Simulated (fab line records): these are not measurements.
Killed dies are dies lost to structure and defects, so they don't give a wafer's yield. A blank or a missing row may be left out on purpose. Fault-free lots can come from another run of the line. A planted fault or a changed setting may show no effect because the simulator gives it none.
2 desks, one fault / flow gf180mcu / each desk has only its own numbers; what lay behind them comes last

FROM THE METROLOGY DESK
Lot by lot, what the gauges showed, no matter which tool ran the lot: averages of those sampled wafers that carry a number. Marked OUT: a lot whose mean sits more than 4 standard deviations from the usual mean, which makes it out of limits; the brackets give that distance.
Columns: A = M4_ALCU_RS at GF_M4_RS_MEAS_05, usual 0.0698 ohm/sq; B = M4_ALCU_THK at GF_M4_THK_MEAS_06, usual 450 nm
lot=L667; first seen here=day 23 07:52; A=0.0693; B=452
lot=L668; first seen here=day 24 04:28; A=0.0704; B=447
lot=L669; first seen here=day 24 07:35; A=0.0698; B=450
lot=L671; first seen here=day 24 20:54; A=0.0687; B=457
lot=L672; first seen here=day 25 03:01; A=0.0708; B=443
lot=L673; first seen here=day 25 13:41; A=0.0701; B=443
lot=L679; first seen here=day 27 09:50; A=0.0681; B=460
lot=L684; first seen here=day 28 20:52; A=0.0701; B=446
lot=L687; first seen here=day 29 19:49; A=0.0693; B=454
lot=L688; first seen here=day 29 23:34; A=0.0710; B=442
lot=L689; first seen here=day 30 03:50; A=0.0704; B=444
This desk's verdict: no lot among the 11 shows anything out of limits.

TOOL OWNER'S DESK, pvdSputter-01
The tool's own readings at GF_M4_SPUTTER_02 (material AlCu, target thk 450 nm, time 23.9 s): means of the sampled wafers that have a number, for each lot that ran on this tool. Marked OUT: a lot whose mean sits more than 4 standard deviations from the usual mean, which makes it out of limits; the brackets give that distance.
Columns: A = throttleValvePct at GF_M4_SPUTTER_02, usual 30.5 %
lot=L668; first seen here=day 24 04:19; A=30.6
lot=L679; first seen here=day 27 09:43; A=30.7
This desk's verdict: no lot among the 2 shows anything out of limits.

ALL TOGETHER
Metrology desk: nothing out of limits seen.
The tool owner's desk saw nothing out of limits.

WHAT THE SIMULATOR HAD INSERTED
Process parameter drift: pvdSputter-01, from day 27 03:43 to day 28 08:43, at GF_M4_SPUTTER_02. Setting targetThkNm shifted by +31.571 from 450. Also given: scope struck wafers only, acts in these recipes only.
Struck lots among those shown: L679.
